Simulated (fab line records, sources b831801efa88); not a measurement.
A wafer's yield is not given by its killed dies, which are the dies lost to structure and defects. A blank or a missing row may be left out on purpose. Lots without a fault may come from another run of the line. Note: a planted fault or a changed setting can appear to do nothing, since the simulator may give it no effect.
A struck lot beside a sound one + flow gf180mcu + 21 steps out of a route of 602
Sound: these wafers, L951.1, L951.2, L951.3. Struck: wafer L962.3 (left out: L962.1, L962.4 of the same lot, which were not struck); the cause appears at the end.
At each step with rows: each side's tool, then ch and its chambers, then its first start. Under that, the readings that differ: sound wafers + struck wafers + difference of the means + sigmas: that difference in standard deviations of wafers without a fault.
alike: same words and numbers on both sides, and readings whose means sit less than 2 such deviations apart. not compared: any withheld reading, any reading some wafer has no value for, any bound like >300 that may hide the same value, and any number with overlapping values for which the record gives no deviation.
The two part at a step that has a row with sigmas, a row that says differs or no value, or rows on one side only. Numbers that have no deviation but don't overlap get no sigmas and don't part them. Lack of a reading on every wafer of one side parts them only where that side has two or more wafers.

first, 1 step without rows for these wafers: GF_STI_OXIDATION_21 (stabilise 600 s, purge 300 s, target thk 15 nm).
GF_STI_THK_MEAS_22:
  struck on film-metro-01, day 6 10:41; sound on film-metro-01, day 4 05:05
  alike: STI_OXIDATION_01_THK
then, 1 step without rows for these wafers: GF_STI_CVD_23 (deposits SiO2, target thk 650 nm, time 108.3 s).
GF_STI_THK_MEAS_24:
  struck on film-metro-02, day 6 10:49; sound on film-metro-04, day 4 05:14
  alike: STI_CVD_23_THK
GF_STI_CMP_25: polishes, stops on Si3N4, t overpolish 33 s, target thk 524.6 nm.
  sound on cmp-02 ch 0,1,3, day 4 05:20; struck on cmp-02 ch 0, day 6 10:56
| reading              | sound                | struck | difference | sigmas |
|----------------------|----------------------|--------|------------|--------|
| overpolish-run-s (s) | 32.998 33.009 33.008 | 32.980 | -0.025     | -3     |
  alike: motor-current-A, time-to-endpoint-s
then, 4 steps without rows for these wafers: GF_STI_WET_ETCH_26 (etches SiO2 in dHF, target depth 94 nm, time 188 s); GF_STI_WET_ETCH_27 (etches Si3N4 in H3PO4, target depth 160 nm, time 1825 s); GF_STI_WET_ETCH_28 (etches SiO2 in dHF, target depth 20 nm, time 40 s); GF_STI_OXIDATION_29 (stabilise 600 s, purge 300 s, target thk 10 nm).
GF_STI_THK_MEAS_30:
  struck on film-metro-04, day 6 14:46; sound on film-metro-02, day 4 07:44
  alike: STI_OXIDATION_02_THK
then, 2 steps without rows for these wafers: GF_DNWELL_DEHYDRATE_00 (time 60 s); GF_DNWELL_HMDS_01 (prime time 60 s).
GF_DNWELL_COAT_02: resist thk 3000 nm.
  sound on litho-track-03 ch 0, day 4 14:37; struck on litho-track-04 ch 0, day 6 22:08
| reading                                  | sound          | struck | difference | sigmas |
|------------------------------------------|----------------|--------|------------|--------|
| model.coat_of_DNWELL_COAT_02.thk-nm (nm) | 3000 2999 3003 | 3102   | +101       |        |
then, 3 steps without rows for these wafers: GF_DNWELL_SOFTBAKE_03; GF_DNWELL_EXPOSE_04 (exposes mask DNWELL, target cd 1700 nm); GF_DNWELL_PEB_05.
GF_DNWELL_DEVELOP_06: develop time 60 s.
  sound on litho-track-04 ch 0; struck on litho-track-04 ch 0
| reading                                  | sound          | struck | difference | sigmas |
|------------------------------------------|----------------|--------|------------|--------|
| model.coat_of_DNWELL_COAT_02.thk-nm (nm) | 2999 2998 3002 | 3101   | +101       |        |
following that, these wafers have no rows for 1 step: GF_DNWELL_IMPLANT_07.
GF_DNWELL_STRIP_08: strips in O2/N2.
  sound on plasma-asher-03 ch 0,1, day 4 22:26; struck on plasma-asher-03 ch 0, day 7 06:17
| reading                      | sound             | struck | difference | sigmas |
|------------------------------|-------------------|--------|------------|--------|
| strip-time-to-endpoint-s (s) | 36.97 36.94 36.97 | 38.14  | +1.18      | +10    |
  alike: drypump-motor-current-A, heater-power-w, oes-product-au
  not compared: rf-hours-counter-h
GF_DNWELL_TW_MEAS_09:
  struck on film-metro-02, day 7 06:23; sound on film-metro-04, day 4 22:32
  alike: DNWELL_TW
GF_PASSIVATION_PROBE_99:
  rows exist in the record for the sound wafers here (prober-02, day 31 22:21), none for the struck ones

== WHERE THEY PART ==
First at GF_STI_CMP_25; last, within this record, at GF_PASSIVATION_PROBE_99.

WHY: what the simulator had put in
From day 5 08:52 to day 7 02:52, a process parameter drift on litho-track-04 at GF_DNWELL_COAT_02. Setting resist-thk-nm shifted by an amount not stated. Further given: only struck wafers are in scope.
